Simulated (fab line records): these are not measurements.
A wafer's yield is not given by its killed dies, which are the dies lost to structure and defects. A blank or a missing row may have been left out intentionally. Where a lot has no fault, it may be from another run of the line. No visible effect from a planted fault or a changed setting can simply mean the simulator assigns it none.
Comparing a struck lot with a sound one / flow sky130 / 36 out of 708 route steps
Sound: the wafers L475.1, L475.3, L475.5. Wafers struck: L472.1, L472.4, L472.6. Last of all comes the cause.
For every step that has rows: the tool of each side, followed by ch and its chambers, followed by its first start. Under that, the readings that differ: sound wafers / struck wafers / difference of the means / sigmas: that difference in standard deviations of wafers without a fault.
alike: readings with means less than 2 such deviations apart, plus words and numbers identical on both sides. not compared: withheld readings, readings lacking a value on some wafer, bounds such as >300 that could conceal the same value, and numbers that have no deviation in the record and whose values overlap.
The two part at a step that has a row with sigmas, a row that says differs or no value, or rows on one side only. Non-overlapping numbers with no deviation appear without sigmas and do not part them. Lack of a reading on every wafer of one side parts them only where that side has two or more wafers.

first, 10 steps without rows for these wafers: SKY_VIA2_STRIP_17 (strips in post etch residue remover, time 1200 s); SKY_VIA2_CLEAN_18 (cleans in IPA, time 180 s); SKY_VIA2_CLEAN_19 (cleans in O3/DIW); SKY_VIA2_SPUTTER_20 (material TiN, target thk 20 nm, time 80 s); SKY_VIA2_CVD_21 (deposits W, target thk 420 nm, time 126.4 s); SKY_VIA2_CMP_24 (polishes, stops on SiO2, t overpolish 20 s, target thk 0 nm); SKY_METAL3_SPUTTER_00 (material Ti, target thk 15 nm, time 10 s); SKY_METAL3_SPUTTER_01 (material TiN, target thk 20 nm, time 16.7 s); SKY_METAL3_SPUTTER_02 (material AlCu, target thk 735 nm, time 39.1 s); SKY_METAL3_SPUTTER_03 (material Ti, target thk 5 nm, time 3.3 s).
SKY_METAL3_SPUTTER_04: material TiN, target thk 70 nm, time 58.3 s.
  sound: pvdSputter-02 at day 41 09:09; struck: pvdSputter-01 at day 40 05:47
  no value came back on the struck wafers for cathodeDcPowerW (W), chamberPressurePa (Pa), throttleValvePct (%); on the sound wafers cathodeDcPowerW (W) reads 6497.9 6499.5 6500.9
then, 23 steps without rows for these wafers: SKY_CAPM_CVD_00 (deposits SiO2, target thk 15.5 nm); SKY_CAPM_SPUTTER_02 (material TiN, target thk 200 nm, time 166.7 s); SKY_CAPM_DEHYDRATE_05 (time 60 s); SKY_CAPM_HMDS_06 (prime time 60 s); SKY_CAPM_COAT_07 (resist thk 1140 nm); SKY_CAPM_SOFTBAKE_08 (time 60 s); SKY_CAPM_EXPOSE_09 (exposes mask CAPM, target cd 1000 nm); SKY_CAPM_PEB_10; SKY_CAPM_DEVELOP_11 (develop time 60 s); SKY_CAPM_METAL_ETCH_13 (etches TiN in Cl2/BCl3, stops on SiO2, target depth 220 nm, time 62.9 s); SKY_CAPM_STRIP_14 (strips in O2/N2); SKY_CAPM_STRIP_15 (strips in post etch residue remover, time 1200 s); SKY_CAPM_CLEAN_16 (cleans in IPA, time 180 s); SKY_CAPM_CLEAN_17 (cleans in O3/DIW); SKY_METAL3_DEHYDRATE_05 (time 60 s); SKY_METAL3_HMDS_06 (prime time 60 s); SKY_METAL3_COAT_07 (resist thk 60 nm); SKY_METAL3_COAT_08 (resist thk 1140 nm); SKY_METAL3_SOFTBAKE_09 (time 90 s); SKY_METAL3_EXPOSE_10 (exposes mask MM3, target cd 300 nm); SKY_METAL3_PEB_11; SKY_METAL3_DEVELOP_12 (develop time 60 s); SKY_METAL3_DESCUM_15 (chemistry O2, time 8 s).
SKY_METAL3_METAL_ETCH_18: etches the open film in Cl2/BCl3, stops on SiO2, target depth 845 nm, time 183.1 s.
  sound on rieMetal-01 ch 0,1, day 43 08:32; struck on rieMetal-01 ch 0,1, day 42 05:15
reading=biasW (W); sound=48.81 48.83 48.66; struck=48.43 48.44 48.43; difference=-0.33; sigmas=-2
reading=heBacksideLeakSccm (sccm); sound=2.98 3.26 3.64; struck=3.56 4.34 3.26; difference=+0.43; sigmas=+2
reading=oesProductAu (a.u.); sound=0.867 0.863 0.864; struck=0.831 0.831 0.836; difference=-0.032; sigmas=-6
  alike: drypumpMotorCurrentA, throttleValvePct
  not compared: rfHoursCounterH
-- the record jumps here: 7 days lie between the struck wafers' starts before and after (it left off in module METAL3 and takes up again in module PAD_OPEN, whose first step shown is number 708 of the route) --
SKY_PAD_OPEN_PROBE_99:
  sound: prober-01 at day 49 14:01; struck: prober-02 at day 48 19:35
reading=model.etest.via3Chain.rcOhm; sound=9.671 9.633 9.704; struck=14.76 15.44 15.5; difference=+5.56; sigmas=
reading=model.etest.capMim.bvV (V); sound=13.82 13.57 13.7; struck=9.367 10.36 9.487; difference=-3.959; sigmas=
reading=model.etest.capMim.leakLog10ACm2; sound=-8.858 -8.875 -9.127; struck=-7.164 -7.442 -7.476; difference=+1.593; sigmas=
  alike: defectLimitedYield, killed_at_M0_to_M3, killed_at_M4_up, killedAtContacts, killedAtFrontEnd, killedAtOther, killedDies, killedOpen, killedShort, sort_bin_3_pad_short, sort_bin_5_function, sort_bin_6_memory, sortNPass, sortYieldPct

## WHERE THEY PART
Earliest at SKY_METAL3_SPUTTER_04; latest, in this record, at SKY_METAL3_METAL_ETCH_18. Later steps at which nothing parts them and some readings are alike: SKY_PAD_OPEN_PROBE_99.

WHY: whatever the simulator had introduced
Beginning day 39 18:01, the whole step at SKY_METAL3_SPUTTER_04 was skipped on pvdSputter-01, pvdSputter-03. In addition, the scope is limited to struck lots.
